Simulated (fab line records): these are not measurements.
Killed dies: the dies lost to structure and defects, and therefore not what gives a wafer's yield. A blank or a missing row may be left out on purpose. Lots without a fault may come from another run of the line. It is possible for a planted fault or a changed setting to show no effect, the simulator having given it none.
fab line records ; flow sky130
record: lots: 10; wafers: 30; lastDay: 50
route steps=708 shown POLY_CUT@317 SD_N@351 LI_CONTACT@365
lots that met no fault: from a run of the same line without faults
startH: the number of hours between the record's first day and the start of the first shown wafer of the lot ; waitH: time in hours since the lot's previous step ; " repeats the value in the row above ; L1.1+2: several wafers, shown together as one row ; - value missing, or start not given ; * or withheld: withheld ; < > ~ a bound
route shown NAME@n: a module of which the file shows steps, and the number in the route of the first ; usual: mean/standard deviation of fault-free wafers ; same: alike in all rows ; chamber/n: place in a boat ; sites: per-site readings ; _std_site: standard deviation of those values ; _edge_site: mean of outer sites minus mean of inner sites ; radiusMm: how far each site lies from the wafer's centre ; mask NAME#n: copy n ; behind: tool/chamber where the wafer was last shaped ; hold: why the lot went on hold/how many hours it stayed there/how the hold came to an end ; device: names the non-switching transistor (n, p or np) ; end of line: at the end of the route, the tests of the same wafers ; a step with no rows: only its recipe ; killed: not the wafer's yield, but the dies lost to structure and defects at the first sort ; map: a wafer's dies, marking killed ones x, the rest . and places with no die _
set.NAME: the setting the step ran with; set.NAME@STEP: the setting that earlier step ran with ; model.NAME: the simulator's own value behind a step, which no gauge read
one table for each step of the route and one row for each wafer, over a sample of lots
services: when a tool's chamber went out of use (startH, in hours from the record's first day, below 0 if earlier), for how many hours, and the reason
== steps ==
step: SKY_POLY_CUT_ETCH_10
recipe: chemistry: N2/H2; target: BARC; ionEnergyEv: 200; sourceW: 500; biasW: 100; pressureMtorr: 30; n2FlowSccm: 100; h2FlowSccm: 200; stopOn: SiO2; timeS: 45.9; targetDepthA: 600
usual: drypumpMotorCurrentA: 5.98/0.23; oesProductAu: 0.855/0.0053; throttleValvePct: 13.225/0.0095
lot.wafer;tool;chamber;startH;waitH;drypumpMotorCurrentA;oesProductAu;rfHoursCounterH;throttleValvePct
L633.1;rieDiel-01;3;583.36;0.0;5.90;0.865;1;13.213
L633.2;rieDiel-01;1;583.36;0.0;6.39;0.855;47;13.237
L633.6;rieDiel-01;2;583.36;0.0;5.67;0.845;-;13.224
L636.1;rieDiel-01;3;622.38;0.0;5.88;0.854;2;13.221
L636.2;rieDiel-01;1;622.38;0.0;6.42;0.860;48;13.223
L636.6;rieDiel-01;1;622.38;0.0;6.32;0.853;-;13.223
L638.3;rieDiel-04;3;627.88;0.0;6.21;0.854;8;13.227
L638.4;rieDiel-04;2;627.88;0.0;6.25;0.858;15;13.218
L638.6;rieDiel-04;0;627.88;0.0;5.53;0.861;-;13.239
L639.1;rieDiel-01;2;635.63;0.0;5.63;0.852;13;13.237
L639.2;rieDiel-01;3;635.63;0.0;5.95;0.859;3;13.231
L639.3;rieDiel-01;1;635.63;0.0;6.40;0.859;48;13.225
L644.1;rieDiel-03;1;673.88;0.0;5.86;0.854;6;13.229
L644.3;rieDiel-03;0;673.88;0.0;5.88;0.849;8;13.212
L644.4;rieDiel-03;2;673.88;0.0;6.10;0.855;1;13.221
L647.2;rieDiel-01;2;700.16;0.0;5.66;0.851;14;13.217
L647.3;rieDiel-01;1;700.16;0.0;6.38;0.853;50;13.208
L647.4;rieDiel-01;3;700.16;0.0;5.89;0.857;4;13.236
L646.1;rieDiel-04;0;702.22;0.0;5.55;0.852;23;13.221
L646.2;rieDiel-04;3;702.22;0.0;6.19;0.850;9;13.229
L646.5;rieDiel-04;2;702.22;0.0;6.24;0.847;-;13.244
L650.3;rieDiel-03;3;716.61;0.0;5.96;0.853;10;13.248
L650.5;rieDiel-03;0;716.61;0.0;5.89;0.858;-;13.221
L650.6;rieDiel-03;3;716.61;0.0;5.97;0.854;-;13.239
L653.3;rieDiel-03;2;735.02;0.0;6.10;0.858;2;13.225
L653.4;rieDiel-03;0;735.02;0.0;5.87;0.862;9;13.221
L653.5;rieDiel-03;1;735.02;0.0;5.86;0.860;-;13.243
L654.1;rieDiel-03;3;746.11;0.0;5.97;0.854;10;13.232
L654.2;rieDiel-03;1;746.11;0.0;5.87;0.852;7;13.237
L654.5;rieDiel-03;1;746.11;0.0;5.87;0.855;-;13.215
step: SKY_SD_N_IMPLANT_09
recipe: species: As; energyKev: 49.6; doseCm2: 4e+15; tiltDeg: 0
usual: beamOnS: 17.8/1.7; doseIonsCm2: 4.001e+15/4.7e+12; faradayCurrentUA: 12392/1100
lot.wafer;tool;chamber;startH;waitH;beamOnS;doseIonsCm2;faradayCurrentUA
L633.1;implanter-03;0;670.31;0.0;20.8;4.001e+15;10564
L633.2;implanter-03;0;670.31;0.0;20.8;3.999e+15;10550
L633.6;implanter-03;0;670.31;0.0;20.3;3.999e+15;10791
L636.1;implanter-02;0;708.01;0.0;16.1;4.006e+15;13490
L636.2;implanter-02;0;708.01;0.0;16.3;4.002e+15;13402
L636.6;implanter-02;0;708.01;0.0;15.8;4.003e+15;13816
L638.3;implanter-02;0;711.53;0.1;16.6;3.999e+15;13098
L638.4;implanter-02;0;711.53;0.1;16.4;3.996e+15;13227
L638.6;implanter-02;0;711.53;0.1;16.6;4.002e+15;13056
L639.1;implanter-03;0;720.68;0.0;20.7;3.999e+15;10595
L639.2;implanter-03;0;720.68;0.0;20.4;3.995e+15;10829
L639.3;implanter-03;0;720.68;0.0;20.0;3.996e+15;10993
L644.1;implanter-03;0;757.21;0.0;20.2;3.998e+15;10869
L644.3;implanter-03;0;757.21;0.0;20.5;4.001e+15;10749
L644.4;implanter-03;0;757.21;0.0;19.8;3.999e+15;11115
L647.2;implanter-02;0;780.53;0.0;10.1;1.587e+15;8581
L647.3;implanter-02;0;780.53;0.0;10.2;1.581e+15;8468
L647.4;implanter-02;0;780.53;0.0;9.8;1.583e+15;8914
L646.1;implanter-02;0;784.43;0.0;10.1;1.58e+15;8564
L646.2;implanter-02;0;784.43;0.0;10.1;1.581e+15;8587
L646.5;implanter-02;0;784.43;0.0;10.2;1.583e+15;8548
L650.3;implanter-04;0;798.77;0.1;17.6;4.003e+15;12446
L650.5;implanter-04;0;798.77;0.1;17.4;4.003e+15;12559
L650.6;implanter-04;0;798.77;0.1;16.9;3.999e+15;12963
L653.3;implanter-03;0;815.71;0.1;20.8;3.994e+15;10548
L653.4;implanter-03;0;815.71;0.1;20.0;3.996e+15;11025
L653.5;implanter-03;0;815.71;0.1;19.9;4.003e+15;11008
L654.1;implanter-03;0;827.62;0.0;20.4;4.007e+15;10779
L654.2;implanter-03;0;827.62;0.0;19.6;4.001e+15;11185
L654.5;implanter-03;0;827.62;0.0;20.3;3.999e+15;10779
step: SKY_SD_N_STRIP_11
recipe: chemistry: O2/N2; powerW: 1400; pressureMtorr: 1500; platenTempC: withheld; o2FlowSccm: 3000; n2FlowSccm: 300; overashFraction: 0.5
usual: drypumpMotorCurrentA: 5.6/0.34; oesProductAu: 0.528/0.004; stripTimeToEndpointS: 22.50/0.05
lot.wafer;tool;chamber;startH;waitH;drypumpMotorCurrentA;oesProductAu;rfHoursCounterH;stripTimeToEndpointS
L633.1;plasmaAsher-02;1;670.61;0.1;5.8;0.523;22;22.43
L633.2;plasmaAsher-02;0;670.61;0.1;5.8;0.531;22;22.49
L633.6;plasmaAsher-02;1;670.61;0.1;5.8;0.528;-;22.41
L636.1;plasmaAsher-02;0;708.31;0.1;5.8;0.522;26;22.47
L636.2;plasmaAsher-02;1;708.31;0.1;5.8;0.530;26;22.45
L636.6;plasmaAsher-02;0;708.31;0.1;5.8;0.525;-;22.43
L638.3;plasmaAsher-01;0;711.81;0.1;4.9;0.531;-;22.47
L638.4;plasmaAsher-01;1;711.81;0.1;5.4;0.526;-;22.52
L638.6;plasmaAsher-01;1;711.81;0.1;5.4;0.528;-;22.48
L639.1;plasmaAsher-04;1;720.98;0.1;5.6;0.527;97;22.54
L639.2;plasmaAsher-04;0;720.98;0.1;6.0;0.527;97;22.53
L639.3;plasmaAsher-04;1;720.98;0.1;5.6;0.530;-;22.55
L644.1;plasmaAsher-04;1;757.51;0.1;5.5;0.532;0;22.38
L644.3;plasmaAsher-04;1;757.51;0.1;5.5;0.515;-;22.45
L644.4;plasmaAsher-04;0;757.51;0.1;6.0;0.533;-;22.44
L647.2;plasmaAsher-02;1;780.81;0.1;5.8;0.581;34;19.38
L647.3;plasmaAsher-02;0;780.81;0.1;5.8;0.578;-;19.39
L647.4;plasmaAsher-02;1;780.81;0.1;5.8;0.578;-;19.41
L646.1;plasmaAsher-04;0;784.73;0.1;6.0;0.581;3;19.36
L646.2;plasmaAsher-04;1;784.73;0.1;5.6;0.574;3;19.39
L646.5;plasmaAsher-04;0;784.73;0.1;6.0;0.578;-;19.41
L650.3;plasmaAsher-02;1;799.06;0.1;5.8;0.528;-;22.49
L650.5;plasmaAsher-02;1;799.06;0.1;5.8;0.531;-;22.47
L650.6;plasmaAsher-02;0;799.06;0.1;5.8;0.527;-;22.51
L653.3;plasmaAsher-01;0;816.00;0.1;4.9;0.530;-;22.54
L653.4;plasmaAsher-01;1;816.00;0.1;5.4;0.531;-;22.49
L653.5;plasmaAsher-01;1;816.00;0.1;5.4;0.529;-;22.52
L654.1;plasmaAsher-04;1;827.92;0.1;5.5;0.530;7;22.48
L654.2;plasmaAsher-04;0;827.92;0.1;6.0;0.523;7;22.51
L654.5;plasmaAsher-04;1;827.92;0.1;5.6;0.534;-;22.50
step: SKY_SD_N_TW_MEAS_12
usual: SD_N_TW: 4016/44
lot.wafer;tool;chamber;startH;waitH;SD_N_TW
L633.1;filmMetro-03;-;670.71;0.1;3976
L633.2;filmMetro-03;-;670.71;0.1;3951
L633.6;filmMetro-03;-;670.71;0.1;3957
L636.1;filmMetro-03;-;708.41;0.1;3993
L636.2;filmMetro-03;-;708.41;0.1;3996
L636.6;filmMetro-03;-;708.41;0.1;3999
L638.3;filmMetro-01;-;711.90;0.1;4068
L638.4;filmMetro-01;-;711.90;0.1;4064
L638.6;filmMetro-01;-;711.90;0.1;4048
L639.1;filmMetro-01;-;721.08;0.1;4078
L639.2;filmMetro-01;-;721.08;0.1;4084
L639.3;filmMetro-01;-;721.08;0.1;4073
L644.1;filmMetro-02;-;757.61;0.1;3982
L644.3;filmMetro-02;-;757.61;0.1;3988
L644.4;filmMetro-02;-;757.61;0.1;4006
L647.2;filmMetro-01;-;780.92;0.1;3929
L647.3;filmMetro-01;-;780.92;0.1;3931
L647.4;filmMetro-01;-;780.92;0.1;3927
L646.1;filmMetro-03;-;784.83;0.1;3813
L646.2;filmMetro-03;-;784.83;0.1;3827
L646.5;filmMetro-03;-;784.83;0.1;3812
L650.3;filmMetro-02;-;799.14;0.1;4055
L650.5;filmMetro-02;-;799.14;0.1;4057
L650.6;filmMetro-02;-;799.14;0.1;4076
L653.3;filmMetro-01;-;816.08;0.1;4066
L653.4;filmMetro-01;-;816.08;0.1;4067
L653.5;filmMetro-01;-;816.08;0.1;4051
L654.1;filmMetro-01;-;828.02;0.1;4098
L654.2;filmMetro-01;-;828.02;0.1;4078
L654.5;filmMetro-01;-;828.02;0.1;4070
step: SKY_SD_N_RS_MEAS_16
recipe: thkMeasGauge: four-point-probe
usual: SD_N_RS: 68.88/0.099
lot.wafer;tool;chamber;startH;waitH;SD_N_RS[ohm/sq]
L633.1;filmMetro-03;-;670.99;0.1;68.83
L633.2;filmMetro-03;-;670.99;0.1;68.92
L633.6;filmMetro-03;-;670.99;0.1;68.77
L636.1;filmMetro-02;-;708.69;0.1;68.88
L636.2;filmMetro-02;-;708.69;0.1;68.84
L636.6;filmMetro-02;-;708.69;0.1;68.76
L638.3;filmMetro-03;-;712.20;0.1;68.78
L638.4;filmMetro-03;-;712.20;0.1;68.77
L638.6;filmMetro-03;-;712.20;0.1;68.77
L639.1;filmMetro-02;-;721.36;0.1;68.82
L639.2;filmMetro-02;-;721.36;0.1;68.98
L639.3;filmMetro-02;-;721.36;0.1;68.95
L644.1;filmMetro-03;-;757.90;0.1;68.84
L644.3;filmMetro-03;-;757.90;0.1;68.84
L644.4;filmMetro-03;-;757.90;0.1;68.98
L647.2;filmMetro-02;-;781.26;0.1;85.89
L647.3;filmMetro-02;-;781.26;0.1;85.43
L647.4;filmMetro-02;-;781.26;0.1;85.56
L646.1;filmMetro-01;-;785.12;0.1;85.85
L646.2;filmMetro-01;-;785.12;0.1;85.13
L646.5;filmMetro-01;-;785.12;0.1;85.46
L650.3;filmMetro-02;-;799.45;0.1;68.83
L650.5;filmMetro-02;-;799.45;0.1;68.76
L650.6;filmMetro-02;-;799.45;0.1;68.98
L653.3;filmMetro-02;-;816.39;0.1;68.75
L653.4;filmMetro-02;-;816.39;0.1;68.82
L653.5;filmMetro-02;-;816.39;0.1;68.72
L654.1;filmMetro-03;-;828.31;0.1;68.87
L654.2;filmMetro-03;-;828.31;0.1;68.95
L654.5;filmMetro-03;-;828.31;0.1;68.92
step: SKY_LI_CONTACT_BOW_MEAS_03
recipe: mode: bow
usual: LI_CONTACT_BOW: 55/6.4
lot.wafer;tool;chamber;startH;waitH;LI_CONTACT_BOW[um]
L633.1;filmMetro-02;-;671.83;0.1;63
L633.2;filmMetro-02;-;671.83;0.1;49
L633.6;filmMetro-02;-;671.83;0.1;48
L636.1;filmMetro-01;-;709.53;0.2;55
L636.2;filmMetro-01;-;709.53;0.2;61
L636.6;filmMetro-01;-;709.53;0.2;59
L638.3;filmMetro-01;-;713.04;0.3;62
L638.4;filmMetro-01;-;713.04;0.3;48
L638.6;filmMetro-01;-;713.04;0.3;47
L639.1;filmMetro-03;-;722.25;0.1;55
L639.2;filmMetro-03;-;722.25;0.1;50
L639.3;filmMetro-03;-;722.25;0.1;61
L644.1;filmMetro-03;-;758.84;0.1;44
L644.3;filmMetro-03;-;758.84;0.1;56
L644.4;filmMetro-03;-;758.84;0.1;50
L647.2;filmMetro-02;-;782.10;0.1;51
L647.3;filmMetro-02;-;782.10;0.1;63
L647.4;filmMetro-02;-;782.10;0.1;67
L646.1;filmMetro-03;-;786.04;0.2;58
L646.2;filmMetro-03;-;786.04;0.2;70
L646.5;filmMetro-03;-;786.04;0.2;63
L650.3;filmMetro-02;-;800.28;0.2;69
L650.5;filmMetro-02;-;800.28;0.2;55
L650.6;filmMetro-02;-;800.28;0.2;48
L653.3;filmMetro-03;-;817.23;0.1;58
L653.4;filmMetro-03;-;817.23;0.1;60
L653.5;filmMetro-03;-;817.23;0.1;54
L654.1;filmMetro-01;-;829.15;0.1;51
L654.2;filmMetro-01;-;829.15;0.1;56
L654.5;filmMetro-01;-;829.15;0.1;53
step: SKY_LI_CONTACT_ETCH_15
recipe: target: PSG; chemistry: C4F8/O2/Ar; stopOn: Si; taperDeg: 4.15; maskMaterial: KrF-thick; sourceW: 1500; biasW: 1200; pressureMtorr: 40; c4f8FlowSccm: withheld; O2_flow_sccm: 6; Ar_flow_sccm: 300; timeS: withheld; targetDepthA: 6000
usual: oesProductAu: 0.837/0.0046
lot.wafer;tool;chamber;startH;waitH;oesProductAu
L633.1;rieDiel-03;0;699.62;0.0;0.836
L633.2;rieDiel-03;3;699.62;0.0;0.837
L633.6;rieDiel-03;2;699.62;0.0;0.836
L636.1;rieDiel-03;0;737.51;0.0;0.842
L636.2;rieDiel-03;2;737.51;0.0;0.830
L636.6;rieDiel-03;0;737.51;0.0;0.843
L638.3;rieDiel-03;3;740.56;0.0;0.833
L638.4;rieDiel-03;1;740.56;0.0;0.832
L638.6;rieDiel-03;3;740.56;0.0;0.835
L639.1;rieDiel-04;0;749.66;0.0;0.842
L639.2;rieDiel-04;1;749.66;0.0;0.835
L639.3;rieDiel-04;2;749.66;0.0;0.832
L644.1;rieDiel-04;3;786.12;0.0;0.834
L644.3;rieDiel-04;2;786.12;0.0;0.838
L644.4;rieDiel-04;1;786.12;0.0;0.837
L647.2;rieDiel-02;2;808.72;0.0;0.840
L647.3;rieDiel-02;0;808.72;0.0;0.837
L647.4;rieDiel-02;1;808.72;0.0;0.845
L646.1;rieDiel-03;1;812.71;0.0;0.842
L646.2;rieDiel-03;3;812.71;0.0;0.844
L646.5;rieDiel-03;3;812.71;0.0;0.832
L650.3;rieDiel-03;2;826.31;0.0;0.842
L650.5;rieDiel-03;3;826.31;0.0;0.834
L650.6;rieDiel-03;2;826.31;0.0;0.832
L653.3;rieDiel-03;0;848.86;0.0;0.842
L653.4;rieDiel-03;2;848.86;0.0;0.829
L653.5;rieDiel-03;1;848.86;0.0;0.835
L654.1;rieDiel-03;2;854.17;0.0;0.840
L654.2;rieDiel-03;1;854.17;0.0;0.833
L654.5;rieDiel-03;3;854.17;0.0;0.829
== services ==
tool;chamber;startH;hours;kind
implanter-03;-;569.94;11.3;pm
rieDiel-04;-;591.99;2.8;pm
plasmaAsher-02;-;604.87;2.8;pm
implanter-03;-;623.37;1.1;repair
rieDiel-04;-;625.33;0.1;repair
rieDiel-03;1;632.79;7.3;repair
rieDiel-01;0;647.47;5.7;repair
rieDiel-01;-;649.18;14.6;pm
implanter-02;-;663.43;3.1;pm
rieDiel-04;3;674.69;4.8;repair
rieDiel-01;1;677.45;1.8;repair
rieDiel-01;3;680.36;6.8;repair
rieDiel-03;1;685.36;4.6;repair
implanter-02;-;720.26;4.2;repair
plasmaAsher-04;-;731.40;12.5;pm
implanter-03;-;731.40;0.9;repair
plasmaAsher-04;-;743.87;9.0;pm
rieDiel-03;2;748.33;9.4;repair
rieDiel-03;1;757.19;3.6;repair
implanter-03;-;766.52;7.1;repair
rieDiel-03;-;787.91;1.1;repair
implanter-03;-;803.01;3.7;pm
rieDiel-03;0;811.39;5.6;repair
implanter-03;-;852.65;1.2;repair
== key ==
firstSign: step: SKY_SD_N_IMPLANT_09; reading: doseIonsCm2; direction: down; sigmas: 99+; usual: *; struck: *
effect: step: SKY_SD_N_IMPLANT_09; reading: beamOnS; direction: down; sigmas: 4.5; usual: 17.8; struck: 10.1
effect: step: SKY_SD_N_STRIP_11; reading: stripTimeToEndpointS; direction: down; sigmas: 62; usual: *; struck: *
effect: step: SKY_SD_N_TW_MEAS_12; reading: SD_N_TW; direction: down; sigmas: 3.2; usual: 4016; struck: 3873
effect: step: SKY_SD_N_RS_MEAS_16; reading: SD_N_RS; direction: up; sigmas: 99+; usual: 68.88; struck: 85.55
metAt SKY_SD_N_IMPLANT_09
struckLots L646,L647
testerLeftOut L646,L647
notActingAt SKY_POLY_CUT_ETCH_10,SKY_LI_CONTACT_BOW_MEAS_03,SKY_LI_CONTACT_ETCH_15
onsetBetween 711.53 780.53
fault: kind: processParameterDrift; tool: implanter-02; chamber: -; onsetH: 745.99; steps: SKY_SD_N_IMPLANT_09; channel: doseCm2; offset: *; shape: step; endH: 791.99; actsIn: *; stated: *
testerLeftOut: of these lots the tester's yield and bins aren't shown, on N5 and GAA mostly nor the transistor test; their killed dies are dies lost to structure and defects alone, not to doping, threshold or leakage, so they don't give the yield
